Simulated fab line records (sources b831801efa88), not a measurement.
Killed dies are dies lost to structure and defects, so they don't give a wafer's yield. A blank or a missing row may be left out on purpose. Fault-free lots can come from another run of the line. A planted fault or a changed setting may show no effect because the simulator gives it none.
Check of tool commonality	flow gf180mcu	Sample size 14 lots and 54 wafers

== WHY THIS WAS OPENED ==
At GF_VT_IMPLANT_OVL_MEAS_40 the reading VT_IMPLANT_03_OVL is flagged on 4 of 14 lots. Wafers without a fault read 0.5 nm, standard deviation 1.4.
Rule: flag the lot when none of its wafers has a number, or when each of its wafers that has one lies beyond 4 standard deviations from that mean. The other lots count as sound.

lot	measured	on	VT_IMPLANT_03_OVL (nm), wafer by wafer	flag
L965	day 7 13:16	overlay-01	-1.0 -0.8 0.2	
L966	day 7 18:55	overlay-01	-0.8 0.8 1.5	
L970	day 9 00:37	overlay-01	1.7 1.9 1.5	
L972	day 9 14:07	overlay-02	0.6 1.0 0.0	
L973	day 9 20:00	overlay-02	0.0 0.7 1.9	
L974	day 10 02:40	overlay-01	-0.2 1.1 0.4	
L976	day 10 16:43	overlay-01	3.1 3.0 2.8	
L980	day 11 16:46	overlay-02	-135.2 -133.7 -136.0 -135.3 -133.6 -135.7	FLAGGED
L981	day 11 22:15	overlay-02	-135.9 -137.4 -135.7 -136.2 -137.5 -136.6	FLAGGED
L982	day 12 07:01	overlay-01	-132.7 -132.1 -132.8 -132.8 -131.7 -132.5	FLAGGED
L983	day 12 15:51	overlay-01	-137.4 -136.2 -137.9 -137.2 -136.5 -137.8	FLAGGED
L985	day 13 05:10	overlay-02	-0.6 -1.0 -0.1	
L987	day 13 16:55	overlay-02	-1.3 0.5 0.7	
L988	day 14 05:55	overlay-01	0.5 0.3 -0.2	
On average the flagged lots' numbers are -135.3 nm, which is -135.8 nm against the usual, or -97 standard deviations.

== WHICH TOOL EACH LOT WENT THROUGH ==
The record holds 2 process steps before the reading, out of a route of 602 steps. In each cell: the tool, then ch and the chambers that the sampled wafers went through, then the start.
lot	flag	GF_VT_IMPLANT_STRIP_20	GF_VT_IMPLANT_EXPOSE_37
L965		plasma-asher-02 ch 0,1, day 6 06:47	iline-stepper-02 ch 0, day 7 05:25
L966		plasma-asher-01 ch 0,1, day 6 11:29	iline-stepper-01 ch 0, day 7 11:17
L970		plasma-asher-04 ch 0,1, day 7 15:37	iline-stepper-01 ch 0, day 8 16:24
L972		plasma-asher-02 ch 0,1, day 8 03:56	iline-stepper-01 ch 0, day 9 06:19
L973		plasma-asher-04 ch 0,1, day 8 09:57	iline-stepper-02 ch 0, day 9 11:11
L974		plasma-asher-01 ch 1, day 8 15:39	iline-stepper-02 ch 0, day 9 17:34
L976		plasma-asher-04 ch 0,1, day 9 04:35	iline-stepper-01 ch 0, day 10 07:14
L980	FLAGGED	plasma-asher-04 ch 0,1, day 10 03:50	iline-stepper-01 ch 0, day 11 07:22
L981	FLAGGED	plasma-asher-02 ch 0,1, day 10 09:29	iline-stepper-01 ch 0, day 11 13:07
L982	FLAGGED	plasma-asher-04 ch 0,1, day 10 18:08	iline-stepper-01 ch 0, day 11 21:13
L983	FLAGGED	plasma-asher-02 ch 0,1, day 11 02:21	iline-stepper-01 ch 0, day 12 06:04
L985		plasma-asher-01 ch 0,1, day 11 14:11	iline-stepper-02 ch 0, day 12 19:08
L987		plasma-asher-01 ch 0,1, day 12 00:39	iline-stepper-02 ch 0, day 13 07:08
L988		plasma-asher-02 ch 0,1, day 12 13:00	iline-stepper-02 ch 0, day 13 19:13
These steps, and what they do:
- GF_VT_IMPLANT_STRIP_20: strips in O2/N2.
- GF_VT_IMPLANT_EXPOSE_37: exposes mask Nwell HV AREA, target cd 860 nm.
- GF_VT_IMPLANT_OVL_MEAS_40

== FLAGGED OVER TOTAL, TOOL BY TOOL (the gauges that took the reading come last) ==
step	tool	lots run	flagged	share of the flagged lots	sound lots run after its first flagged lot
GF_VT_IMPLANT_STRIP_20	plasma-asher-01	4	0	none	-
GF_VT_IMPLANT_STRIP_20	plasma-asher-02	5	2	some	1 (L988)
GF_VT_IMPLANT_STRIP_20	plasma-asher-04	5	2	some	0
GF_VT_IMPLANT_EXPOSE_37	iline-stepper-01	8	4	all	0
GF_VT_IMPLANT_EXPOSE_37	iline-stepper-02	6	0	none	-
GF_VT_IMPLANT_OVL_MEAS_40	overlay-01	8	2	some	1 (L988)
GF_VT_IMPLANT_OVL_MEAS_40	overlay-02	6	2	some	2 (L985,L987)

== THE TABLE: WHAT IT ALLOWS ==
Rows of the table that ran each flagged lot: 1, that is iline-stepper-01 at GF_VT_IMPLANT_EXPOSE_37.
- iline-stepper-01 at GF_VT_IMPLANT_EXPOSE_37 ran 8 lots, 4 of them flagged. A fault beginning between L976 (day 10 07:14), its last sound lot, and L980 (day 11 07:22), its first flagged one, fits the data.
One tool is left: iline-stepper-01 at GF_VT_IMPLANT_EXPOSE_37.

== WHAT WAS PUT IN BY THE SIMULATOR ==
Scanner matching overlay: iline-stepper-01, from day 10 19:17 on, at GF_VT_IMPLANT_EXPOSE_37. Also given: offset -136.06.
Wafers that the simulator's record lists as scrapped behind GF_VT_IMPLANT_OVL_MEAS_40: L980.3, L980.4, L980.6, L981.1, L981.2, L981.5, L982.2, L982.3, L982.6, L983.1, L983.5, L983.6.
Shown lots that were struck: L980, L981, L982, L983. The rule given above showed the same thing.
